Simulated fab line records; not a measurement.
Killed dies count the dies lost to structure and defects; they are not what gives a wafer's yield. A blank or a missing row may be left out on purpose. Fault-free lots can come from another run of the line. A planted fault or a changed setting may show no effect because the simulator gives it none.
Chamber matching + flow sky130 + SKY_FIELD_ISO_ETCH_17 on rieSi-01: 4 sister chambers
The step etches Si in HBr/Cl2/O2, target depth 342 nm, time 97.7 s. 14 wafers are shown with their chamber, then 7 later ones without.

WAFERS PAIRED WITH THEIR CHAMBERS
| wafer  | chamber | drypumpMotorCurrentA (A) | rfFwdPowerW (W) | oesProductAu (a.u.) |
|--------|---------|--------------------------|-----------------|---------------------|
| L792.1 | 2       | 6.2                      | 599.5           | 1.020               |
| L792.3 | 0       | 5.2                      | 596.9           | 0.995               |
| L792.6 | 1       | 5.8                      | 597.6           | 0.989               |
| L794.1 | 2       | 6.3                      | 599.0           | 1.010               |
| L794.4 | 1       | 5.8                      | 599.5           | 0.975               |
| L794.6 | 3       | 5.3                      | 595.0           | 0.980               |
| L795.4 | 0       | 5.2                      | 598.3           | 1.011               |
| L795.5 | 2       | 6.3                      | 596.8           | 1.022               |
| L795.6 | 1       | 5.9                      | 600.9           | 0.998               |
| L799.3 | 2       | 6.3                      | 596.6           | 1.019               |
| L799.4 | 0       | 5.2                      | 597.3           | 1.001               |
| L799.5 | 0       | 5.2                      | 596.1           | 1.001               |
| L800.1 | 0       | 5.2                      | 597.7           | 1.009               |
| L800.3 | 3       | 5.3                      | 594.6           | 1.003               |

SIGNATURES, as means of the wafers listed above
| reading              | chamber 0 | chamber 1 | chamber 2 | chamber 3 | scatter within a chamber |
|----------------------|-----------|-----------|-----------|-----------|--------------------------|
| drypumpMotorCurrentA | 5.200     | 5.833     | 6.275     | 5.300     | 0.0376                   |
| rfFwdPowerW          | 597.260   | 599.333   | 597.975   | 594.800   | 1.22                     |
| oesProductAu         | 1.00340   | 0.98733   | 1.01775   | 0.99150   | 0.00888                  |
Rule: a wafer's distance from a chamber is the root of the sum, over the readings, of the square of ((its reading less the chamber's mean) divided by the reading's scatter). The wafer belongs to the nearest chamber; if the next one is less than 2 further off, it can't be placed. The scatter: take each reading less its chamber's mean, square it, sum over the shown wafers, divide by the number of wafers less the number of chambers, and take the root.

WAFERS WHOSE CHAMBER IS MISSING
| wafer  | drypumpMotorCurrentA (A) | rfFwdPowerW (W) | oesProductAu (a.u.) |
|--------|--------------------------|-----------------|---------------------|
| L800.6 | 5.2                      | 596.6           | 1.004               |
| L803.1 | 5.8                      | 596.4           | 0.990               |
| L803.2 | 6.3                      | 596.9           | 1.021               |
| L803.3 | 5.2                      | 593.3           | 1.016               |
| L807.1 | 5.2                      | 597.4           | 1.007               |
| L807.2 | 6.3                      | 592.4           | 1.018               |
| L807.4 | 5.8                      | 597.5           | 0.984               |

WHICH CHAMBER EACH WENT THROUGH
| wafer  | from the rows above     | in truth                   |
|--------|-------------------------|----------------------------|
| L800.6 | 0                       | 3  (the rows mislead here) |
| L803.1 | 1                       | 1                          |
| L803.2 | 2                       | 2                          |
| L803.3 | can't be placed: 0 or 3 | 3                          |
| L807.1 | 0                       | 0                          |
| L807.2 | 2                       | 2                          |
| L807.4 | 1                       | 1                          |
Correctly placed: 5 of 7. Unplaceable from these rows: 1, with the true chamber sitting among the candidates in 1. Placed wrongly: 1.
